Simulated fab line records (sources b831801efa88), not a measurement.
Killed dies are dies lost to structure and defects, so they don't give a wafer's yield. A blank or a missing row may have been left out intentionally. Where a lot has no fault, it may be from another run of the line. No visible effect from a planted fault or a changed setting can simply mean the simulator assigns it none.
One fault seen from 2 desks    flow sky130    each desk has only its own numbers; what lay behind them comes last

DESK OF THE TOOL OWNER: implanter-03
SKY_LDD_HVN_IMPLANT_08, tool's own readings: per-lot mean of the sampled wafers with a number, covering each lot this tool ran. A lot is out of limits, marked OUT, if its mean lies more than 4 standard deviations from the usual mean; the brackets give that distance.
Columns: A = beam on s at SKY_LDD_HVN_IMPLANT_08, usual 9.99 s; B = faraday current uA at SKY_LDD_HVN_IMPLANT_08, usual 169
lot   first seen here  A                 B
L673  day 19 21:49     10.12             166
L674  day 20 16:03     9.92              171
L676  day 21 14:25     9.99              169
L677  day 21 22:01     10.04             169
L678  day 22 08:22     10.00             169
L679  day 22 17:21     10.08             168
L685  day 25 00:17     11.43 (+6.5) OUT  148 (-5.7) OUT
L693  day 27 11:45     10.22             166
Finding of this desk: L685 out of limits; the first was L685 at day 25 00:17, on beam on s at SKY_LDD_HVN_IMPLANT_08. Within limits: L673, L674, L676, L677, L678, L679, L693.

FROM THE METROLOGY DESK
What the gauges read, lot by lot, whatever tool the lot ran on: means of the sampled wafers that have a number. A lot is out of limits, marked OUT, if its mean lies more than 4 standard deviations from the usual mean; the brackets give that distance.
Columns: A = cd nm at SKY_SONOS_ONO_CD_MEAS_13, usual 410.2 nm; B = LDD_HVP_OVL at SKY_LDD_HVP_OVL_MEAS_07, usual 0.6 nm; C = SPACER_CVD_00_THK at SKY_SPACER_THK_MEAS_01, usual 43.3 nm
lot   first seen here  A      B     C
L673  day 12 06:37     409.6  1.0   43.1
L674  day 13 01:05     409.8  1.4   43.5
L675  day 13 13:37     411.6  0.8   43.5
L676  day 13 19:17     409.7  -0.9  43.8
L677  day 14 05:17     405.1  1.2   43.3
L678  day 14 11:38     412.4  0.7   44.0
L679  day 14 20:23     414.3  0.5   43.9
L685  day 17 00:54     412.2  -1.5  43.1
L688  day 17 23:17     411.9  0.2   43.0
L689  day 18 12:09     407.9  1.6   42.7
L692  day 19 02:13     410.1  0.4   43.2
L693  day 19 06:31     407.4  1.6   43.6
L695  day 20 06:43     413.8  1.3   42.7
Finding of this desk: none of the 13 lots has anything out of limits.

ALL TOGETHER
An alarm could have come from the tool owner's desk at day 25 00:17, on L685.
Nothing out of limits was seen by the metrology desk.
The metrology desk holds a record of L685, inside its limits.
SKY_LDD_HVN_IMPLANT_08 was run on implanter-03 by each of the lots named.

WHAT THE SIMULATOR HAD PUT IN
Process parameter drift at SKY_LDD_HVN_IMPLANT_08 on implanter-03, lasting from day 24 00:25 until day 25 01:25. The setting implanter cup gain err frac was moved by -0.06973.
Lots struck among those shown: L685.
Delay in hours, fault start to first out-of-limits reading, by desk: the tool owner's desk at 24.
